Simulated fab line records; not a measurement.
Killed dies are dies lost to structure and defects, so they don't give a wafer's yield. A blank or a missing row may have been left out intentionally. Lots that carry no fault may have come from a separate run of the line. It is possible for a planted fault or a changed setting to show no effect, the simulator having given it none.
The tool behind it: which one? | flow gf180mcu | Sampling: 7 lots, 21 wafers, 3 of 602 route steps

== WHAT EACH GAUGE READ, for each wafer ==
GF_CONTACT_CD_MEAS_14: target cd 220 nm.
lot  | measured     | on       | cdNm (nm)
L967 | day 16 09:45 | cdSem-02 | 217.3 219.1 218.8
L971 | day 17 19:23 | cdSem-02 | 220.1 219.3 218.4
L974 | day 18 23:07 | cdSem-01 | 217.8 219.7 219.4
L979 | day 20 19:50 | cdSem-02 | 244.3 245.6 243.3
L982 | day 21 17:59 | cdSem-01 | 240.3 241.3 241.2
L986 | day 22 21:45 | cdSem-01 | 219.6 222.9 221.2
L989 | day 23 20:14 | cdSem-02 | 219.6 219.7 217.8

== EACH LOT AND THE TOOL THAT RAN IT (in order: tool; ch and the chambers of the sampled wafers; start) ==
lot  | GF_CONTACT_CVD_02               | GF_CONTACT_SOFTBAKE_10
L967 | pecvd-02 ch 0,1, day 15 11:36   | lithoTrack-03 ch 0, day 15 22:00
L971 | pecvd-02 ch 0,1,2, day 16 20:13 | lithoTrack-01 ch 0, day 17 07:00
L974 | pecvd-03 ch 0,1,2, day 17 22:59 | lithoTrack-02 ch 0, day 18 11:00
L979 | pecvd-02 ch 1,2, day 19 18:25   | lithoTrack-03 ch 0, day 20 07:00
L982 | pecvd-01 ch 0,1,2, day 20 16:44 | lithoTrack-03 ch 0, day 21 05:00
L986 | pecvd-02 ch 0,1,2, day 21 21:44 | lithoTrack-02 ch 0, day 22 10:00
L989 | pecvd-03 ch 0,1,2, day 22 21:07 | lithoTrack-02 ch 0, day 23 08:00
- GF_CONTACT_CVD_02: deposits SiO2 from TEOS, target thk 860 nm, time 95.992 s.
- GF_CONTACT_SOFTBAKE_10: time 60 s.

== THE ANSWER, worked out from the rows above alone ==
Rule: what is usual is taken from the lots themselves. The widest of any qualifying gaps counts: lots, ordered by their means at a reading, are off when they make up no more than a third of the lots, leave a main group of 4 or more, and stand apart from it by 3 or more times the standard deviation of that group's means. A main group whose means are all the same, to the digits that the tables above print for the reading, isn't used. A lot without any number at a reading at which 4 lots or more have one is off too. Any other lot the step has rows for is counted as sound.
Off, at GF_CONTACT_CD_MEAS_14 on cdNm: L979, L982. For the main group the mean is 219.4 nm and the standard deviation 0.97.
A tool fits if, at a process step before that reading, it ran every lot that is off, and no sound lot after the first of them. Those tools and the gauges at GF_CONTACT_CD_MEAS_14 are tried in the same way. One candidate fits, namely lithoTrack-03 at GF_CONTACT_SOFTBAKE_10. A fault onset in the window from L967 (day 15 22:00, its last sound lot) to L979 (day 20 07:00, its first lot off) fits.

== WHAT THE SIMULATOR HAD INSERTED ==
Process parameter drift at GF_CONTACT_SOFTBAKE_10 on lithoTrack-03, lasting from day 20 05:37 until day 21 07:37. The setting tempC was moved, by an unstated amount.
Shown lots that were struck: L979, L982. This agrees with what the rule above found.
